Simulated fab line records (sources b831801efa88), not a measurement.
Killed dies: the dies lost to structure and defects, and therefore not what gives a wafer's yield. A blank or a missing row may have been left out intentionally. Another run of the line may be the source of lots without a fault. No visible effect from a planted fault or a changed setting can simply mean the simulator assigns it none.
Struck lot and sound lot, side by side	flow sky130	30 out of 708 route steps
Sound: wafers L344.2, L344.3, L344.6. Struck: wafers L354.4, L354.5, L354.6. The cause comes at the end.
Each step with rows lists, per side, the tool, then ch with its chambers, then its first start. Under that, the readings that differ: sound wafers	struck wafers	difference of the means	sigmas: that difference in standard deviations of wafers without a fault.
alike: readings whose means differ by less than 2 such deviations, and words and numbers that are the same on both sides. not compared: withheld readings, readings that some wafer has no value for, bounds like >300 that may hide the same value, and numbers for which the record gives no deviation and whose values overlap.
The two part at a step that has a row with sigmas, a row that says differs or no value, or rows on one side only. Numbers that have no deviation but don't overlap get no sigmas and don't part them. A reading that every wafer of one side lacks parts them only if that side has two wafers or more.

SKY_PWDE_STRIP_09: strips in O2/N2.
  sound on plasma asher-03 ch 0,1, day 4 05:28; struck on plasma asher-02 ch 0,1, day 6 18:25
reading	sound	struck	difference	sigmas
drypump motor current A (A)	5.2 5.2 5.2	6.1 5.8 6.1	+0.8	+2
  alike: oes product au, strip time to endpoint s
  not compared: rf hours counter h
SKY_PWDE_TW_MEAS_10:
  sound on film metro-02, day 4 05:35; struck on film metro-02, day 6 18:31
  alike: PWDE_TW
then, 7 steps without rows for these wafers: SKY_NWELL_DEHYDRATE_03 (time 60 s); SKY_NWELL_HMDS_04 (prime time 60 s); SKY_NWELL_COAT_05 (resist thk 3000 nm); SKY_NWELL_SOFTBAKE_06; SKY_NWELL_EXPOSE_07 (exposes mask NWM, target cd 840 nm); SKY_NWELL_PEB_08; SKY_NWELL_DEVELOP_09 (develop time 60 s).
SKY_NWELL_OVL_MEAS_10:
  sound on overlay-01, day 4 22:05; struck on overlay-02, day 7 14:19
  alike: NWELL_00_OVL
then, 2 steps without rows for these wafers: SKY_NWELL_IMPLANT_11; SKY_NWELL_IMPLANT_12.
SKY_NWELL_IMPLANT_13:
  sound on implanter-04 ch 0, day 4 22:26; struck on implanter-02 ch 0, day 7 15:02
  alike: beam on s
SKY_NWELL_STRIP_14: strips in O2/N2.
  sound on plasma asher-01 ch 0, day 4 22:34; struck on plasma asher-03 ch 0,1, day 7 15:08
  alike: drypump motor current A, oes product au, strip time to endpoint s
  not compared: rf hours counter h
SKY_NWELL_TW_MEAS_15:
  sound on film metro-02, day 4 22:41; struck on film metro-02, day 7 15:14
  alike: NWELL_TW
then, 7 steps without rows for these wafers: SKY_NWELL_DEHYDRATE_16 (time 60 s); SKY_NWELL_HMDS_17 (prime time 60 s); SKY_NWELL_COAT_18 (resist thk 3000 nm); SKY_NWELL_SOFTBAKE_19; SKY_NWELL_EXPOSE_20 (exposes mask NWM COMPLEMENT, target cd 840 nm); SKY_NWELL_PEB_21; SKY_NWELL_DEVELOP_22 (develop time 60 s).
SKY_NWELL_OVL_MEAS_23:
  sound on overlay-02, day 5 15:05; struck on overlay-01, day 8 11:24
  alike: NWELL_01_OVL
after that, 1 step had no rows for these wafers: SKY_NWELL_IMPLANT_24.
SKY_NWELL_STRIP_25: strips in O2/N2.
  sound on plasma asher-02 ch 0,1, day 5 15:16; struck on plasma asher-01 ch 0,1, day 8 11:36
  alike: drypump motor current A, oes product au, strip time to endpoint s
  not compared: rf hours counter h
SKY_NWELL_TW_MEAS_26:
  sound on film metro-04, day 5 15:23; struck on film metro-02, day 8 11:42
  alike: NWELL_2_TW
then, 1 step without rows for these wafers: SKY_NWELL_CLEAN_27 (cleans in SC1/SC2, time 150 s).
SKY_NWELL_RTA_28: time 30 s.
  sound on rtp anneal-02 ch 0, day 5 15:29; struck on rtp anneal-02 ch 0, day 8 11:50
  alike: lamp power pct, wafer_temp_C_max
SKY_NWELL_RS_MEAS_29: measurement is done with a four-point probe.
  sound on film metro-04, day 5 15:38; struck on film metro-01, day 8 11:56
reading	sound	struck	difference	sigmas
NWELL_RS (ohm/sq)	624.2 623.4 621.2	605.8 606.1 605.8	-17.0	-11
-- the record jumps here: 40 days lie between the struck wafers' starts before and after (it left off in module NWELL and takes up again in module PAD_OPEN, whose first step shown is number 708 of the route) --
SKY_PAD_OPEN_PROBE_99:
  sound on prober-01, day 46 04:34; struck on prober-02, day 48 15:55
reading	sound	struck	difference	sigmas
model.etest.pfet_16v.r on ohm um	1.548e+04 1.536e+04 1.535e+04	1.558e+04 1.55e+04 1.567e+04	+1.867e+02	
model.etest.pfet g5v0d10v5.r on ohm um	4875 4873 4804	5113 5105 5135	+267	
model.etest.tip p.rs ohm sq	6874 6841 6926	7006 6983 6984	+111	
model.etest.tip_p_5v.rs ohm sq	2907 2914 2941	2980 2994 2987	+66	
model.etest.pfet_01v8.r on ohm um	2833 2810 2855	2916 2939 2932	+96	
model.etest.pfet g5v0d10v5.drive ua um	332.8 335 333.9	312.2 309.8 311.8	-22.6	
model.etest.pfet_01v8_lvt.drive ua um	174.9 174.2 174.3	151.6 150.5 149.6	-23.9	
  alike: killed_at_M0_to_M3, killed_at_M4_up, killed at contacts, killed at front end, killed at other, killed dies, killed on rim, killed open, killed short
  not compared: model.etest.nfet_16v.r on ohm um

== WHERE THEY PART ==
Last at SKY_NWELL_RS_MEAS_29 as far as this record goes, first at SKY_PWDE_STRIP_09. Later steps at which nothing parts them and some readings are alike: SKY_PAD_OPEN_PROBE_99.

WHY: the cause the simulator had injected
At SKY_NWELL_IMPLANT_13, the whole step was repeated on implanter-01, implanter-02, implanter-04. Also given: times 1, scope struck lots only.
